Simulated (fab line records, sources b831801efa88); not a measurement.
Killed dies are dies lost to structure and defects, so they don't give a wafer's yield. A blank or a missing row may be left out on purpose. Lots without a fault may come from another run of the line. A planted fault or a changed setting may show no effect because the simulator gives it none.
fab line records | flow sky130
record lots=15 wafers=45 last_day=49
route steps=708 shown VIA2@529 CAPM@549 METAL4@630
lots that met no fault: from a run of the same line without faults
start_h: hours from the record's first day to the start of the lot's first wafer shown | wait_h: hours since the lot's step before | " the same as in the row above | L1.1+2: a row that stands for several wafers | - no value, or no start given | * or withheld: withheld | < > ~ a bound
route shown NAME@n: a module of which the file shows steps, and the number in the route of the first | usual: mean/standard deviation of fault-free wafers | same: alike in all rows | chamber/n: place in a boat | sites: the reading at each site | _std_site: their standard deviation | _edge_site: outer sites' mean less inner sites' | radius_mm: how far each site lies from the wafer's centre | mask NAME#n: copy n | behind: the tool/chamber that last shaped the wafer | hold: why the lot was held/for how many hours/how that ended | device: the transistor (n, p or np) that didn't switch | end of line: the same wafers' tests at the end of the route | a step without rows: its recipe alone | killed: dies lost to structure and defects at the first sort, not the wafer's yield | map: a wafer's dies, x killed, . not, _ none there
set.NAME: the setting as run; set.NAME@STEP: as run at that earlier step | model.NAME: the simulator's own value behind a step, which no gauge read
steps of the route over a sample of lots; a table a step, a row a wafer
services: from which hour (start_h, from the record's first day; less than 0 if before it) a tool's chamber was out of use, for how many hours, and why
## steps
# step SKY_VIA2_RS_MEAS_22
# recipe thk_meas_gauge=four-point-probe reads=W_of_VIA2_CVD_21+TiN_of_VIA2_SPUTTER_20
# usual VIA2_W_RS=0.273/0.0037
# columns lot.wafer tool chamber start_h wait_h VIA2_W_RS[ohm/sq]
L887.1 film_metro-03 - 867.89 0.1 0.275
L887.2 " - " " 0.276
L887.4 " - " " 0.274
L889.2 film_metro-03 - 875.60 0.1 0.277
L889.3 " - " " 0.272
L889.5 " - " " 0.275
L890.1 film_metro-04 - 888.22 0.1 0.265
L890.4 " - " " 0.271
L890.5 " - " " 0.269
L893.1 film_metro-04 - 901.92 0.1 0.279
L893.4 " - " " 0.274
L893.5 " - " " 0.278
L894.1 film_metro-03 - 909.57 0.1 0.275
L894.2 " - " " 0.274
L894.3 " - " " 0.281
L895.2 film_metro-04 - 920.39 0.1 0.275
L895.4 " - " " 0.272
L895.6 " - " " 0.271
L896.1 film_metro-02 - 922.22 0.1 0.274
L896.3 " - " " 0.274
L896.5 " - " " 0.275
L900.2 film_metro-04 - 953.87 0.1 0.273
L900.3 " - " " 0.270
L900.5 " - " " 0.275
L901.1 film_metro-04 - 956.82 0.1 0.268
L901.4 " - " " 0.269
L901.6 " - " " 0.268
L902.1 film_metro-03 - 963.81 0.1 0.275
L902.3 " - " " 0.273
L902.6 " - " " 0.271
L903.2 film_metro-03 - 966.20 0.1 0.263
L903.4 " - " " 0.272
L903.5 " - " " 0.267
L904.1 film_metro-03 - 970.29 0.1 0.274
L904.2 " - " " 0.275
L904.4 " - " " 0.271
L905.1 film_metro-04 - 976.30 0.1 0.270
L905.2 " - " " 0.268
L905.3 " - " " 0.266
L906.2 film_metro-04 - 986.41 0.1 0.275
L906.3 " - " " 0.270
L906.4 " - " " 0.278
L907.2 film_metro-03 - 991.86 0.1 0.275
L907.5 " - " " 0.277
L907.6 " - " " 0.276
# step SKY_CAPM_OVL_MEAS_12
# usual CAPM_OVL=0.2/1.3
# columns lot.wafer tool chamber start_h wait_h CAPM_OVL[nm]
L887.1 overlay-01 - 894.75 0.1 -0.8
L887.2 " - " " 0.2
L887.4 " - " " 1.2
L889.2 overlay-02 - 901.15 0.1 0.1
L889.3 " - " " 0.4
L889.5 " - " " -2.3
L890.1 overlay-01 - 914.03 0.1 -1.7
L890.4 " - " " -0.4
L890.5 " - " " -1.3
L893.1 overlay-02 - 927.11 0.1 1.7
L893.4 " - " " 2.7
L893.5 " - " " 2.0
L894.1 overlay-01 - 933.90 0.1 -0.4
L894.2 " - " " 1.5
L894.3 " - " " 0.4
L895.2 overlay-01 - 945.39 0.1 -0.3
L895.4 " - " " -1.8
L895.6 " - " " 1.0
L896.1 overlay-01 - 947.40 0.1 0.8
L896.3 " - " " 0.8
L896.5 " - " " -0.3
L900.2 overlay-01 - 977.97 0.1 1.5
L900.3 " - " " -1.1
L900.5 " - " " -2.9
L901.1 overlay-02 - 980.82 0.1 0.6
L901.4 " - " " 0.6
L901.6 " - " " -1.2
L902.1 overlay-02 - 988.28 0.1 -0.4
L902.3 " - " " 0.3
L902.6 " - " " -0.6
L903.2 overlay-02 - 990.05 0.1 -1.8
L903.4 " - " " -1.5
L903.5 " - " " -1.9
L904.1 overlay-01 - 994.57 0.1 0.6
L904.2 " - " " 1.1
L904.4 " - " " 2.1
L905.1 overlay-02 - 1000.57 0.1 -0.4
L905.2 " - " " -1.8
L905.3 " - " " 1.1
L906.2 overlay-02 - 1009.85 0.1 0.2
L906.3 " - " " 2.6
L906.4 " - " " 1.8
L907.2 overlay-02 - 1016.45 0.1 1.3
L907.5 " - " " 2.5
L907.6 " - " " 0.7
# step SKY_METAL4_OVL_MEAS_14
# usual METAL4_OVL=-1/6
# columns lot.wafer tool chamber start_h wait_h METAL4_OVL[nm]
L887.1 overlay-02 - 997.09 0.1 -4
L887.2 " - " " 0
L887.4 " - " " 6
L889.2 overlay-02 - 1001.06 0.1 -6
L889.3 " - " " -14
L889.5 " - " " -8
L890.1 overlay-01 - 1013.74 0.1 7
L890.4 " - " " -8
L890.5 " - " " 6
L893.1 overlay-01 - 1026.30 0.1 4
L893.4 " - " " -1
L893.5 " - " " 2
L894.1 overlay-01 - 1033.25 0.1 2
L894.2 " - " " 3
L894.3 " - " " -6
L895.2 overlay-02 - 1044.26 0.1 1
L895.4 " - " " 4
L895.6 " - " " 4
L896.1 overlay-02 - 1044.87 0.1 12
L896.3 " - " " 6
L896.5 " - " " 11
L900.2 overlay-02 - 1074.84 0.1 -7
L900.3 " - " " -1
L900.5 " - " " 1
L901.1 overlay-02 - 1075.54 0.1 4
L901.4 " - " " 7
L901.6 " - " " 6
L902.1 overlay-02 - 1083.89 0.1 -8
L902.3 " - " " -3
L902.6 " - " " 2
L903.2 overlay-01 - 1086.11 0.1 8
L903.4 " - " " 14
L903.5 " - " " 2
L904.1 overlay-02 - 1091.87 0.1 -3
L904.2 " - " " 8
L904.4 " - " " 5
L905.1 overlay-02 - 1096.45 0.1 4
L905.2 " - " " -4
L905.3 " - " " 0
L906.2 overlay-01 - 1102.04 0.1 -6
L906.3 " - " " -10
L906.4 " - " " 1
L907.2 overlay-02 - 1108.87 0.1 -4
L907.5 " - " " -14
L907.6 " - " " -3
# step SKY_METAL4_METAL_ETCH_18
# recipe target_depth_a=8450 stop_on=SiO2 over_etch_frac=0.3 time_s=183.1 chemistry=Cl2/BCl3 resist_sidewall_deg=88 pressure_mtorr=10 icp_w=900 bias_w=48.5 Cl2_flow_sccm=60 bcl3_flow_sccm=30
# usual drypump_motor_current_A=5.8/0.37 oes_product_au=0.866/0.006 run_length_s=211.5/0.69 throttle_valve_pct=22.264/0.0088
# same over_etch_frac=0.3
# columns lot.wafer tool chamber start_h wait_h drypump_motor_current_A oes_product_au rf_hours_counter_h run_length_s throttle_valve_pct
L887.1 rie_metal-03 0 997.27 0.0 5.4 0.859 11 211.3 22.267
L887.2 " 1 " " 6.1 0.870 7 212.7 22.270
L887.4 " 0 " " 5.4 0.859 - 211.4 22.268
L889.2 rie_metal-04 0 1001.24 0.0 5.6 0.871 12 211.4 22.261
L889.3 " 0 " " 5.6 0.864 - 211.5 22.255
L889.5 " 1 " " 5.0 0.868 - 211.3 22.265
L890.1 rie_metal-04 1 1013.92 0.0 5.1 0.866 9 211.9 22.263
L890.4 " 1 " " 5.1 0.857 - 211.2 22.257
L890.5 " 0 " " 5.6 0.864 - 211.4 22.258
L893.1 rie_metal-01 1 1026.49 0.0 6.1 0.874 20 212.0 22.266
L893.4 " 1 " " 6.1 0.868 - 212.3 22.267
L893.5 " 1 " " 6.1 0.876 - 213.0 22.274
L894.1 rie_metal-01 1 1033.44 0.0 6.1 0.863 20 212.1 22.267
L894.2 " 0 " " 5.9 0.865 16 210.7 22.244
L894.3 " 1 " " 6.1 0.865 - 212.2 22.253
L895.2 rie_metal-01 0 1044.44 0.0 5.9 0.865 17 210.6 22.254
L895.4 " 0 " " 5.9 0.870 - 210.5 22.255
L895.6 " 1 " " 6.1 0.864 - 212.3 22.259
L896.1 rie_metal-04 1 1045.05 0.0 5.1 0.864 12 211.4 22.263
L896.3 " 1 " " 5.1 0.868 - 211.2 22.269
L896.5 " 0 " " 5.6 0.869 - 210.9 22.256
L900.2 rie_metal-04 0 1075.02 0.0 5.5 0.863 18 210.8 22.283
L900.3 " 1 " " 5.1 0.862 - 211.3 22.262
L900.5 " 0 " " 5.6 0.868 - 210.9 22.265
L901.1 rie_metal-04 1 1075.72 0.0 5.1 0.875 14 211.2 22.274
L901.4 " 1 " " 5.1 0.862 - 211.3 22.264
L901.6 " 0 " " 5.6 0.866 - 210.9 22.258
L902.1 rie_metal-01 1 1084.07 0.0 6.1 0.872 24 212.6 22.265
L902.3 " 0 " " 5.9 1.004 - 182.8 22.267
L902.6 " 0 " " 5.9 0.872 - 210.9 22.266
L903.2 rie_metal-01 0 1086.29 0.0 5.9 0.871 19 211.1 22.281
L903.4 " 1 " " 6.1 0.989 - 184.7 22.258
L903.5 " 1 " " 6.1 0.866 - 212.3 22.255
L904.1 rie_metal-01 1 1092.05 0.0 6.1 0.853 24 212.3 22.264
L904.2 " 0 " " 5.9 0.864 20 211.4 22.280
L904.4 " 1 " " 6.1 0.985 - 184.1 22.284
L905.1 rie_metal-03 0 1096.64 0.0 5.4 0.858 15 211.5 22.268
L905.2 " 1 " " 6.2 0.862 12 212.2 22.253
L905.3 " 0 " " 5.4 0.854 - 211.4 22.267
L906.2 rie_metal-03 1 1102.22 0.0 6.2 0.861 12 212.2 22.254
L906.3 " 0 " " 5.4 0.857 - 211.4 22.261
L906.4 " 1 " " 6.2 0.861 - 212.0 22.275
L907.2 rie_metal-03 0 1109.05 0.0 5.4 0.864 17 211.6 22.255
L907.5 " 1 " " 6.2 0.863 - 212.6 22.262
L907.6 " 0 " " 5.4 0.860 - 211.5 22.264
# step SKY_METAL4_STRIP_19
# recipe chemistry=O2/N2 power_w=1400 pressure_mtorr=1500 platen_temp_c=withheld o2_flow_sccm=3000 n2_flow_sccm=300 overash_fraction=0.5
# usual drypump_motor_current_A=5.7/0.35 oes_product_au=0.502/0.0051 strip_time_to_endpoint_s=6.55/0.058
# columns lot.wafer tool chamber start_h wait_h drypump_motor_current_A oes_product_au rf_hours_counter_h strip_time_to_endpoint_s
L887.1 plasma_asher-02 1 997.45 0.1 5.2 0.501 58 6.54
L887.2 " 0 " " 6.4 0.511 58 6.66
L887.4 " 0 " " 6.4 0.504 - 6.62
L889.2 plasma_asher-04 0 1001.41 0.1 5.3 0.508 26 6.57
L889.3 " 0 " " 5.3 0.500 - 6.57
L889.5 " 1 " " 5.7 0.504 - 6.54
L890.1 plasma_asher-02 0 1014.10 0.1 6.4 0.505 59 6.53
L890.4 " 1 " " 5.2 0.502 - 6.52
L890.5 " 0 " " 6.4 0.501 - 6.53
L893.1 plasma_asher-01 1 1026.66 0.1 5.7 0.503 90 6.61
L893.4 " 0 " " 5.8 0.505 - 6.63
L893.5 " 1 " " 5.7 0.502 - 6.60
L894.1 plasma_asher-01 1 1033.61 0.1 5.7 0.511 91 6.64
L894.2 " 0 " " 5.8 0.507 91 6.56
L894.3 " 1 " " 5.7 0.498 - 6.55
L895.2 plasma_asher-01 1 1044.61 0.1 5.7 0.503 92 6.58
L895.4 " 1 " " 5.7 0.501 - 6.54
L895.6 " 1 " " 5.7 0.505 - 6.62
L896.1 plasma_asher-04 0 1045.23 0.1 5.3 0.490 31 6.44
L896.3 " 0 " " 5.3 0.502 - 6.47
L896.5 " 1 " " 5.7 0.497 - 6.49
L900.2 plasma_asher-04 1 1075.20 0.1 5.6 0.512 34 6.59
L900.3 " 1 " " 5.7 0.500 - 6.57
L900.5 " 0 " " 5.3 0.502 - 6.54
L901.1 plasma_asher-01 0 1075.90 0.1 5.8 0.507 95 6.53
L901.4 " 0 " " 5.8 0.502 - 6.51
L901.6 " 1 " " 5.7 0.500 - 6.46
L902.1 plasma_asher-02 1 1084.25 0.1 5.2 0.499 66 6.55
L902.3 " 0 " " 6.4 0.541 - 7.38
L902.6 " 1 " " 5.2 0.496 - 6.50
L903.2 plasma_asher-02 1 1086.46 0.1 5.2 0.502 66 6.54
L903.4 " 1 " " 5.2 0.534 - 7.48
L903.5 " 0 " " 6.4 0.514 - 6.66
L904.1 plasma_asher-04 1 1092.23 0.1 5.7 0.499 35 6.57
L904.2 " 0 " " 5.3 0.496 35 6.56
L904.4 " 0 " " 5.3 0.535 - 7.36
L905.1 plasma_asher-02 0 1096.81 0.1 6.4 0.500 67 6.52
L905.2 " 1 " " 5.2 0.506 67 6.49
L905.3 " 1 " " 5.2 0.507 - 6.60
L906.2 plasma_asher-02 1 1102.40 0.1 5.2 0.494 68 6.47
L906.3 " 1 " " 5.2 0.503 - 6.53
L906.4 " 0 " " 6.4 0.504 - 6.51
L907.2 plasma_asher-01 1 1109.23 0.1 5.7 0.506 98 6.63
L907.5 " 0 " " 5.8 0.495 - 6.59
L907.6 " 1 " " 5.7 0.505 - 6.58
## services
# columns tool chamber start_h hours kind
rie_metal-04 1 975.93 7.1 repair
plasma_asher-01 - 982.05 14.0 repair
plasma_asher-01 - 985.93 11.8 repair
rie_metal-03 - 1025.77 2.8 pm
rie_metal-03 - 1030.18 14.6 pm
rie_metal-01 - 1055.58 0.8 repair
plasma_asher-01 - 1056.06 0.4 repair
rie_metal-03 - 1081.79 5.9 repair
rie_metal-01 - 1104.86 2.8 pm
## key
first_sign step=SKY_METAL4_METAL_ETCH_18 reading=run_length_s direction=down sigmas=40 usual=* struck=*
effect step=SKY_METAL4_METAL_ETCH_18 reading=oes_product_au direction=up sigmas=21 usual=0.866 struck=0.993
effect step=SKY_METAL4_STRIP_19 reading=strip_time_to_endpoint_s direction=up sigmas=15 usual=* struck=*
met_at SKY_METAL4_METAL_ETCH_18
struck_lots L902,L903,L904
struck_wafers L902.3,L903.4,L904.4
sort_left_out L902.3,L903.4
not_acting_at SKY_VIA2_RS_MEAS_22,SKY_CAPM_OVL_MEAS_12,SKY_METAL4_OVL_MEAS_14
onset_between 1044.44 1084.07
fault kind=process_parameter_drift tool=rie_metal-01 chamber=- onset_h=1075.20 steps=SKY_METAL4_METAL_ETCH_18 channel=time_s offset=* shape=step end_h=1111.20 scope=struck_wafers_only acts_in=* stated=*
# sort_left_out: the simulated sort isn't trusted on such a fault, so these wafers' sort isn't shown, and their yield isn't known
